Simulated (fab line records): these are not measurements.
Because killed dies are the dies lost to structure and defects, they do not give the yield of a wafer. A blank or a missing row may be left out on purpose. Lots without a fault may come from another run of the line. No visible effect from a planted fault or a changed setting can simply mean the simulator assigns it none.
Problem report, 8D (eight disciplines) form, completed by code    flow gf180mcu    the parts of the form that need people (team, actions taken, sign-off) are left out

== 1. THE ISSUE ==
A mean of 61 s is read at GF_V4_CMP_04 for time-to-endpoint-s, taken on 1 wafer of 1 lot, against 82 s (standard deviation 4.9) on wafers free of any fault. That is -4.3 standard deviations from the usual mean.
The step: polishes SiO2.
First seen on wafer L441.4, day 27 01:39, on cmp-02. Wafers with a number at this step in the record: 36, from 12 lots. Rule for "out" (also "out of limits"): further than 4 standard deviations from the usual mean. The other wafers with a number count as sound.

== 2. WHAT IT IS, AND WHAT IT ISN'T ==
question                     is                  is not
which readings at this step  time-to-endpoint-s  motor-current-A
which lots                   L441                L431, L433, L434, L435, L438, L444, L450, L451, L452, L453, L454
which wafers of those lots   L441.4              L441.2, L441.3
read on which tools          cmp-02              cmp-01
when                         from day 27 01:39   up to then (17 sound wafers); but 18 sound wafers of L444, L450, L451, L452, L453, L454 came after

== 3. WHAT RULES OUT EACH SUSPECT ==
Counting: any tool at a process step up to the reading remains a suspect provided it ran every lot that is out. Sound lots after the first of them don't rule it out here, since some wafers of a struck lot are sound.
- cmp-02 at GF_V3_CMP_26 (polishes, stops on SiO2, t overpolish 15 s, target thk 0 nm): kept. It processed L441, the lot that is out, at day 26 03:07, and its most recent sound lot before then was L435 at day 24 03:50.
- pecvd-04 at GF_V4_CVD_02 (deposits SiO2 from TEOS, target thk 850 nm, time 94.851 s): kept. It processed L441, the lot that is out, at day 27 01:29, and its most recent sound lot before then was L438 at day 25 18:00.
- cmp-02 at GF_V4_CMP_04 (polishes SiO2): kept. It processed L441, the lot that is out, at day 27 01:39, and its most recent sound lot before then was L438 at day 25 18:14. Its own readings are out on those wafers: time-to-endpoint-s.
- cmp-02, GF_V3_CMP_26: wafers that are out in chamber 2, sound lot-mates in chambers 0, 3.
- cmp-02, GF_V4_CMP_04: wafers that are out in chamber 0, sound lot-mates in chambers 1, 2.
Still standing after the count: cmp-02 at GF_V3_CMP_26, pecvd-04 at GF_V4_CVD_02, cmp-02 at GF_V4_CMP_04.

== 4. THE CAUSE (what the simulator had put in) ==
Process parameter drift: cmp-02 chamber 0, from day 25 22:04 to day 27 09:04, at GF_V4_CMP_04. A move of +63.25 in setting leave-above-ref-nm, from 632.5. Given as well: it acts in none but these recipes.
Of the 3 suspects that counting leaves, this tool is one.

== 5. SEQUENCE OF EFFECTS, ordered by route ==
Rows list readings where the struck wafers' mean (over those with a number) sits beyond 3 standard deviations from the usual. Readings are gone through only where the record gives a usual standard deviation; hours: the median, over the lots, of the time from a lot's start at the first step in this table giving one to that lot's start at this step; sigmas: the change measured in usual standard deviations.
hours  step           reading             usual       on struck wafers  change  sigmas
0      GF_V4_CMP_04   time-to-endpoint-s  82 s        61                -21     -4.3
-      GF_V4_ETCH_17  oes-product-au      0.856 a.u.  0.900             +0.044  +9.8
The process steps in it:
- GF_V4_CMP_04: polishes SiO2.
- GF_V4_ETCH_17: etches SiO2 in C4F8/O2/Ar, stops on TiN, target depth 630 nm.

== 6. HOW IT WOULD HAVE BEEN CAUGHT EARLIER ==
First out-of-limits reading in this record: day 27 01:39, which is 28 hours after fault onset at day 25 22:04.
